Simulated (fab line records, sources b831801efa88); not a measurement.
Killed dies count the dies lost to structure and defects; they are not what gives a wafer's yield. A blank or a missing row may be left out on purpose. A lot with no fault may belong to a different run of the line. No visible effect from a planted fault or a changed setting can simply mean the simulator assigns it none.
A lot that was struck, set against a sound lot | flow gf180mcu | 15 steps out of a route of 602
Sound: wafers L283.2, L283.3, L283.4. Wafers struck: L274.1, L274.2, L274.4. Last of all comes the cause.
Each step with rows lists, per side, the tool, then ch with its chambers, then its first start. Under that, the readings that differ: sound wafers | struck wafers | difference of the means | sigmas: that difference in standard deviations of wafers without a fault.
alike: readings with means less than 2 such deviations apart, plus words and numbers identical on both sides. not compared: withheld readings, readings lacking a value on some wafer, bounds such as >300 that could conceal the same value, and numbers that have no deviation in the record and whose values overlap.
The two part at a step that has a row with sigmas, a row that says differs or no value, or rows on one side only. Numbers that don't overlap but have no deviation are shown without sigmas and don't part them. A reading that every wafer of one side lacks parts them only if that side has two wafers or more.

first, 6 steps without rows for these wafers: GF_HV_LDD_HMDS_40 (prime time 60 s); GF_HV_LDD_COAT_41 (resist thk 1000 nm); GF_HV_LDD_SOFTBAKE_42 (time 60 s); GF_HV_LDD_EXPOSE_43 (exposes mask Pplus HV AREA, target cd 400 nm); GF_HV_LDD_PEB_44; GF_HV_LDD_DEVELOP_45 (develop time 60 s).
GF_HV_LDD_CD_MEAS_46: the cd target is 400 nm.
  sound on cd-sem-02, day 19 03:15; struck on cd-sem-02, day 16 03:36
  alike: cd-nm
GF_HV_LDD_OVL_MEAS_47:
  sound on overlay-02, day 19 03:22; struck on overlay-02, day 16 03:43
  alike: HV_LDD_03_OVL
then, 1 step without rows for these wafers: GF_HV_LDD_IMPLANT_48.
GF_HV_LDD_STRIP_49: strips in O2/N2.
  sound on plasma-asher-02 ch 0,1, day 19 03:34; struck on plasma-asher-04 ch 0,1, day 16 03:55
  alike: drypump-motor-current-A, heater-power-w, oes-product-au, platen-temp-c, strip-time-to-endpoint-s
  not compared: rf-hours-counter-h
GF_HV_LDD_TW_MEAS_50:
  sound on film-metro-03, day 19 03:41; struck on film-metro-04, day 16 04:01
  alike: HV_LDD_4_TW
then, 1 step without rows for these wafers: GF_HV_LDD_CLEAN_51 (cleans in SC1/SC2, time 150 s).
GF_HV_LDD_RTA_52: time 10 s.
  struck on rtp-anneal-01, day 16 04:07; sound on rtp-anneal-01 ch 0, day 19 03:47
  no value came back on the struck wafers for anneal-temp-c-max, chamber-o2-ppm, lamp-power-pct (%), wafer_temp_C_max; on the sound wafers anneal-temp-c-max reads 1005.5 1006.4 1006.2
GF_HV_LDD_RS_MEAS_53: uses a four-point probe to measure.
  sound on film-metro-03, day 19 03:52; struck on film-metro-03, day 16 04:11
  reading            | sound             | struck | difference                    | sigmas
  HV_LDD_RS (ohm/sq) | 418.0 418.2 418.1 | - - -  | no value on the struck wafers |
then, 1 step without rows for these wafers: GF_HV_LDD_CVD_54 (deposits SiO2 from TEOS, target thk 10 nm, time 75 s).

== WHERE THEY PART ==
Earliest at GF_HV_LDD_RTA_52; latest, in this record, at GF_HV_LDD_RS_MEAS_53.

WHY: what had been put in by the simulator
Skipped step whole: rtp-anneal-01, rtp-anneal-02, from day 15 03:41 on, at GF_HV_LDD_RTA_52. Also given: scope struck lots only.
